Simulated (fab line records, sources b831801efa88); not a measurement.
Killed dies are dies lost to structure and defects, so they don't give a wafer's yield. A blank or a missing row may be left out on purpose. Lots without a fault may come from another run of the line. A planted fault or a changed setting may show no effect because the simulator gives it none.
Which tool did it? | flow sky130 | 12 lots, 36 wafers sampled, at 6 steps of a route of 708

WHAT THE GAUGES READ, wafer by wafer
SKY_SD_P_CD_MEAS_07: target cd 380 nm.
lot  | measured     | on        | cd_nm (nm)
L388 | day 26 04:39 | cd_sem-02 | 383.3 383.7 381.9
L389 | day 26 04:46 | cd_sem-01 | 380.0 379.3 382.2
L393 | day 27 12:05 | cd_sem-01 | 380.7 377.9 377.8
L397 | day 29 01:30 | cd_sem-01 | 378.1 376.9 381.0
L399 | day 29 12:53 | cd_sem-02 | 380.9 382.3 381.6
L400 | day 30 06:36 | cd_sem-02 | 377.9 378.2 377.4
L401 | day 30 06:55 | cd_sem-01 | 379.7 379.2 379.0
L404 | day 31 05:31 | cd_sem-01 | 374.4 375.2 376.3
L407 | day 32 14:29 | cd_sem-01 | 378.1 377.1 377.5
L408 | day 33 06:38 | cd_sem-02 | 378.6 380.1 379.4
L409 | day 33 07:32 | cd_sem-02 | 375.7 377.1 378.2
L410 | day 34 00:52 | cd_sem-02 | 376.1 375.2 377.1

SKY_SD_N_RS_MEAS_16: measures by four-point-probe.
lot  | measured     | on            | SD_N_RS (ohm/sq)
L388 | day 28 15:30 | film_metro-04 | 68.41 68.60 68.48
L389 | day 28 15:48 | film_metro-01 | 68.55 68.53 68.51
L393 | day 29 22:28 | film_metro-03 | 68.33 68.49 68.57
L397 | day 31 09:41 | film_metro-04 | 68.51 68.46 68.45
L399 | day 31 21:16 | film_metro-04 | 68.42 68.41 68.32
L400 | day 32 14:39 | film_metro-03 | 68.46 68.63 68.52
L401 | day 32 14:58 | film_metro-01 | 68.55 68.60 68.49
L404 | day 33 13:32 | film_metro-01 | 68.45 68.72 68.62
L407 | day 34 20:48 | film_metro-01 | 68.57 68.63 68.78
L408 | day 35 11:29 | film_metro-03 | 68.59 68.64 68.75
L409 | day 35 12:49 | film_metro-04 | 68.50 68.46 68.57
L410 | day 36 05:04 | film_metro-03 | 68.73 68.62 68.55

SKY_LI_CONTACT_CD_MEAS_12: target cd 170 nm.
lot  | measured     | on        | cd_nm (nm)
L388 | day 29 20:49 | cd_sem-01 | 167.4 167.3 166.8
L389 | day 29 20:51 | cd_sem-02 | 168.7 169.2 169.4
L393 | day 31 03:08 | cd_sem-01 | 169.6 168.8 170.6
L397 | day 32 14:21 | cd_sem-01 | 169.8 169.2 167.6
L399 | day 33 01:40 | cd_sem-01 | 167.9 169.2 171.0
L400 | day 33 18:45 | cd_sem-02 | 169.7 169.9 171.7
L401 | day 33 19:01 | cd_sem-01 | 171.3 171.5 172.3
L404 | day 34 15:57 | cd_sem-01 | 168.9 169.8 170.8
L407 | day 35 23:47 | cd_sem-01 | 167.8 166.8 167.3
L408 | day 36 14:29 | cd_sem-02 | 167.2 167.5 169.0
L409 | day 36 15:59 | cd_sem-01 | 169.8 170.5 170.0
L410 | day 37 07:50 | cd_sem-02 | 170.8 171.7 172.2

SKY_LI_CONTACT_RS_MEAS_22: measures by four-point-probe.
lot  | measured     | on            | LI_CONTACT_W_RS (ohm/sq)
L388 | day 29 21:39 | film_metro-03 | 0.290 0.285 0.280
L389 | day 29 21:41 | film_metro-01 | 0.289 0.282 0.287
L393 | day 31 03:59 | film_metro-01 | 0.286 0.289 0.278
L397 | day 32 15:11 | film_metro-04 | 0.289 0.287 0.284
L399 | day 33 02:31 | film_metro-01 | 0.254 0.248 0.247
L400 | day 33 19:37 | film_metro-01 | 0.289 0.285 0.286
L401 | day 33 19:52 | film_metro-04 | 0.250 0.258 0.260
L404 | day 34 16:47 | film_metro-03 | 0.283 0.283 0.285
L407 | day 36 00:37 | film_metro-01 | 0.287 0.291 0.292
L408 | day 36 15:29 | film_metro-04 | 0.284 0.287 0.286
L409 | day 36 17:01 | film_metro-01 | 0.286 0.281 0.283
L410 | day 37 08:41 | film_metro-01 | 0.283 0.283 0.287

SKY_LI_CONTACT_THK_MEAS_23: measures by xrf.
lot  | measured     | on            | LI_CONTACT_W_THK (nm)
L388 | day 29 21:46 | film_metro-03 | 385 391 399
L389 | day 29 21:48 | film_metro-01 | 398 407 400
L393 | day 31 04:06 | film_metro-01 | 410 409 423
L397 | day 32 15:18 | film_metro-04 | 394 399 404
L399 | day 33 02:37 | film_metro-01 | 450 466 466
L400 | day 33 19:43 | film_metro-01 | 393 400 401
L401 | day 33 19:58 | film_metro-04 | 457 441 437
L404 | day 34 16:54 | film_metro-03 | 389 389 386
L407 | day 36 00:43 | film_metro-01 | 401 395 394
L408 | day 36 15:37 | film_metro-04 | 399 395 397
L409 | day 36 17:08 | film_metro-01 | 399 410 402
L410 | day 37 08:47 | film_metro-01 | 404 403 399

WHICH TOOL RAN EACH LOT (tool, then ch and the chambers of the sampled wafers, then the start)
lot  | SKY_LI_CONTACT_CVD_21
L388 | cvd_w-02 ch 0,1, day 29 21:31
L389 | cvd_w-01 ch 0,1, day 29 21:33
L393 | cvd_w-02 ch 0,1, day 31 03:52
L397 | cvd_w-02 ch 0,1, day 32 15:02
L399 | cvd_w-02 ch 0,1, day 33 02:23
L400 | cvd_w-01 ch 1, day 33 19:28
L401 | cvd_w-02 ch 0,1, day 33 19:44
L404 | cvd_w-01 ch 0,1, day 34 16:38
L407 | cvd_w-01 ch 0,1, day 36 00:30
L408 | cvd_w-01 ch 0,1, day 36 15:22
L409 | cvd_w-02 ch 0,1, day 36 16:53
L410 | cvd_w-02 ch 0,1, day 37 08:34
- SKY_LI_CONTACT_CVD_21: deposits W, target thk 400 nm, time 120.56 s.

WHAT THE TOOLS THEMSELVES READ (means of the sampled wafers that have a number; where no wafer has one, the mark that the record gives instead)
SKY_LI_CONTACT_CVD_21.
lot  | tool     | heater_power_w (W)
L388 | cvd_w-02 | 940
L389 | cvd_w-01 | 850
L393 | cvd_w-02 | 942
L397 | cvd_w-02 | 966
L399 | cvd_w-02 | 885
L400 | cvd_w-01 | 803
L401 | cvd_w-02 | 962
L404 | cvd_w-01 | 887
L407 | cvd_w-01 | 849
L408 | cvd_w-01 | 882
L409 | cvd_w-02 | 914
L410 | cvd_w-02 | 889

THE ANSWER, worked out from the rows above alone
Rule: what is usual is taken from the lots themselves. Put in order of their means at a reading, lots are off if they are a third of the lots or fewer, leave a main group of 4 or more, and stand apart from it by a gap of 3 or more times the standard deviation of the main group's means; of several such gaps the widest counts. A main group whose means are all the same, to the digits that the tables above print for the reading, isn't used. A lot without any number at a reading at which 4 lots or more have one is off too. The other lots that the step has rows for count as sound. The gauges are gone through in route order, then the tools' own readings, and for those a lot's mean is taken as printed above. The first step at which some lot is off is used, and at that step the reading that is off furthest; a lot without a number counts as furthest.
Off: L399, L401, at SKY_LI_CONTACT_RS_MEAS_22 (LI_CONTACT_W_RS). The main group: mean 0.286 ohm/sq, standard deviation 0.0019.
A tool fits if, at a process step before that reading, it ran every lot that is off, and no sound lot after the first of them. The gauges at SKY_LI_CONTACT_RS_MEAS_22 are tried like those tools. None of those tried fits.

WHAT THE SIMULATOR HAD PUT IN
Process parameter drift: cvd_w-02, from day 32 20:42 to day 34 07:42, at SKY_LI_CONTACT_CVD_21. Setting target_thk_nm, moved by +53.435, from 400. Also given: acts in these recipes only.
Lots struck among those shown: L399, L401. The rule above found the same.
